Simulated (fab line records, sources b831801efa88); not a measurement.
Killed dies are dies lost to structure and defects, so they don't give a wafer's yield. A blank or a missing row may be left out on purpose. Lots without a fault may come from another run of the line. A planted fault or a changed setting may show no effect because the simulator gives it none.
Chamber matching | flow gf180mcu | GF_M5_ETCH_09 on rie_diel-03: 4 sister chambers
The step etches Si3N4 in CF4/O2, target depth 52 nm, time 11.6 s. 20 wafers are shown with their chamber, then 10 later ones without.

WAFERS WITH THEIR CHAMBER
wafer  | chamber | drypump_motor_current_A (A) | oes_product_au (a.u.) | throttle_valve_pct (%)
L074.1 | 3       | 5.21                        | 1.008                 | 5.980
L074.2 | 0       | 5.27                        | 0.994                 | 5.967
L074.5 | 2       | 5.79                        | 0.999                 | 5.952
L075.2 | 0       | 5.27                        | 0.987                 | 5.983
L075.3 | 2       | 5.80                        | 0.993                 | 5.958
L075.4 | 2       | 5.83                        | 1.006                 | 5.985
L079.2 | 2       | 5.81                        | 1.001                 | 5.965
L079.4 | 1       | 5.35                        | 1.007                 | 5.961
L079.6 | 2       | 5.80                        | 1.014                 | 5.967
L082.1 | 2       | 5.83                        | 1.007                 | 5.956
L082.2 | 0       | 5.27                        | 1.003                 | 5.966
L082.5 | 3       | 5.20                        | 1.006                 | 5.953
L083.4 | 3       | 5.20                        | 1.007                 | 5.983
L083.5 | 0       | 5.28                        | 0.993                 | 5.959
L083.6 | 1       | 5.34                        | 1.003                 | 5.968
L086.1 | 1       | 5.36                        | 1.000                 | 5.967
L086.3 | 2       | 5.80                        | 1.015                 | 5.965
L086.4 | 0       | 5.27                        | 0.994                 | 5.954
L088.1 | 3       | 5.19                        | 1.011                 | 5.973
L088.4 | 0       | 5.27                        | 1.000                 | 5.964

SIGNATURES (means of the wafers above)
reading                 | chamber 0 | chamber 1 | chamber 2 | chamber 3 | scatter within a chamber
drypump_motor_current_A | 5.2717    | 5.3500    | 5.8086    | 5.2000    | 0.0111
oes_product_au          | 0.99517   | 1.00333   | 1.00500   | 1.00800   | 0.00602
throttle_valve_pct      | 5.96550   | 5.96533   | 5.96400   | 5.97225   | 0.0105
Rule: a wafer's distance from a chamber is the root of the sum, over the readings, of the square of ((its reading less the chamber's mean) divided by the reading's scatter). The wafer belongs to the nearest chamber; if the next one is less than 2 further off, it can't be placed. The scatter: the root of (the sum of the squares of (reading less its chamber's mean) over the shown wafers, divided by (wafers less chambers)).

WAFERS WITHOUT THEIR CHAMBER
wafer  | drypump_motor_current_A (A) | oes_product_au (a.u.) | throttle_valve_pct (%)
L088.6 | 5.18                        | 1.012                 | 5.982
L090.1 | 5.22                        | 1.001                 | 5.974
L090.4 | 5.27                        | 0.999                 | 5.974
L090.6 | 5.80                        | 1.003                 | 5.983
L092.1 | 5.34                        | 1.017                 | 5.969
L092.3 | 5.83                        | 1.013                 | 5.983
L092.4 | 5.20                        | 1.014                 | 5.974
L094.1 | 5.80                        | 1.009                 | 5.972
L094.2 | 5.21                        | 1.009                 | 5.978
L094.5 | 5.82                        | 1.012                 | 5.971

WHICH CHAMBER EACH WENT THROUGH
wafer  | from the rows above | in truth
L088.6 | 3                   | 3
L090.1 | 3                   | 3
L090.4 | 0                   | 0
L090.6 | 2                   | 2
L092.1 | 1                   | 1
L092.3 | 2                   | 2
L092.4 | 3                   | 3
L094.1 | 2                   | 2
L094.2 | 3                   | 3
L094.5 | 2                   | 2
Placed correctly: 10 of 10. Can't be placed from these rows: 0. Placed wrongly: 0.
